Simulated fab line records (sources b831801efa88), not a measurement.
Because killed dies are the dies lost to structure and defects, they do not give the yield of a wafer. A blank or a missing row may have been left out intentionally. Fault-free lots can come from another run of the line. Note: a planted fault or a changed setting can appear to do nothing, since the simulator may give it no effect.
What tool caused it? | flow sky130 | 12 lots, 36 wafers sampled, at 2 steps of a route of 708

WHAT THE GAUGES READ, wafer by wafer
SKY_VIA4_THK_MEAS_01. Usual: VIA4_HDPCVD_THK 1755 nm, standard deviation 17.
lot  | measured     | on           | VIA4_HDPCVD_THK (nm) | flag
L440 | day 43 11:37 | filmMetro-02 | 1745 1755 1767       | 
L439 | day 43 13:34 | filmMetro-03 | 1741 1730 1751       | 
L442 | day 43 14:43 | filmMetro-02 | 1749 1744 1757       | 
L443 | day 43 14:46 | filmMetro-02 | 1734 1753 1756       | 
L441 | day 43 15:01 | filmMetro-02 | 1761 1770 1796       | 
L454 | day 46 06:08 | filmMetro-03 | 1747 1768 1752       | 
L452 | day 46 10:28 | filmMetro-02 | 1771 1778 1771       | 
L457 | day 47 04:18 | filmMetro-03 | 1735 1727 1746       | 
L460 | day 47 12:41 | filmMetro-03 | 1749 1767 1776       | 
L459 | day 47 13:04 | filmMetro-01 | 1760 1762 1752       | 
L461 | day 47 15:35 | filmMetro-01 | 1747 1780 1761       | 
L458 | day 47 15:59 | filmMetro-03 | 1723 1757 1744       | 

WHICH TOOL RAN EACH LOT (tool, then ch and the chambers of the sampled wafers, then the start)
lot  | SKY_METAL4_ETCH_17
L440 | rieDiel-01 ch 0,3, day 43 10:28
L439 | rieDiel-03 ch 1,2,3, day 43 12:36
L442 | rieDiel-03 ch 0,1,3, day 43 13:37
L443 | rieDiel-01 ch 0,2, day 43 13:40
L441 | rieDiel-04 ch 2,3, day 43 13:58
L454 | rieDiel-03 ch 0,1,3, day 46 05:10
L452 | rieDiel-03 ch 0,3, day 46 09:16
L457 | rieDiel-04 ch 0,2,3, day 47 03:07
L460 | rieDiel-04 ch 0,2,3, day 47 11:40
L459 | rieDiel-01 ch 0,1,2, day 47 12:01
L461 | rieDiel-01 ch 0,3, day 47 14:37
L458 | rieDiel-04 ch 0,2, day 47 14:58
- SKY_METAL4_ETCH_17: etches SiO2 in C4F8/O2/Ar, stops on TiN, time 3.9 s, target depth 15 nm.

AS READ BY THE TOOLS THEMSELVES (means over the sampled wafers that have a number; for cases with no such wafer, the mark the record gives instead)
SKY_METAL4_ETCH_17. Usual: oesProductAu reads 0.755 a.u. (standard deviation 0.0081).
lot  | tool       | oesProductAu (a.u.) | flag
L440 | rieDiel-01 | 0.756               | 
L439 | rieDiel-03 | 0.747               | 
L442 | rieDiel-03 | 0.756               | 
L443 | rieDiel-01 | 0.746               | 
L441 | rieDiel-04 | 0.756               | 
L454 | rieDiel-03 | 0.756               | 
L452 | rieDiel-03 | 0.751               | 
L457 | rieDiel-04 | 0.758               | 
L460 | rieDiel-04 | 0.754               | 
L459 | rieDiel-01 | 0.748               | 
L461 | rieDiel-01 | 0.755               | 
L458 | rieDiel-04 | 0.752               | 

THE ANSWER, worked out from the rows above alone
Rule: take the mean of a lot's wafers that have a number; if it is more than 3 standard deviations from the usual mean, the lot is off. Also off: a lot with no number at a reading for which 4 or more lots have one. Where the step has rows for the other lots, those lots are counted as sound. After the gauges, taken in route order, come the tools' own readings; for these a lot's mean is taken, as printed above. The first step at which some lot is off is used, and at that step the reading that is off furthest; a lot without a number counts as furthest.
No lot is off at any reading shown: from this, nothing can be told.

WHAT THE SIMULATOR HAD INSERTED
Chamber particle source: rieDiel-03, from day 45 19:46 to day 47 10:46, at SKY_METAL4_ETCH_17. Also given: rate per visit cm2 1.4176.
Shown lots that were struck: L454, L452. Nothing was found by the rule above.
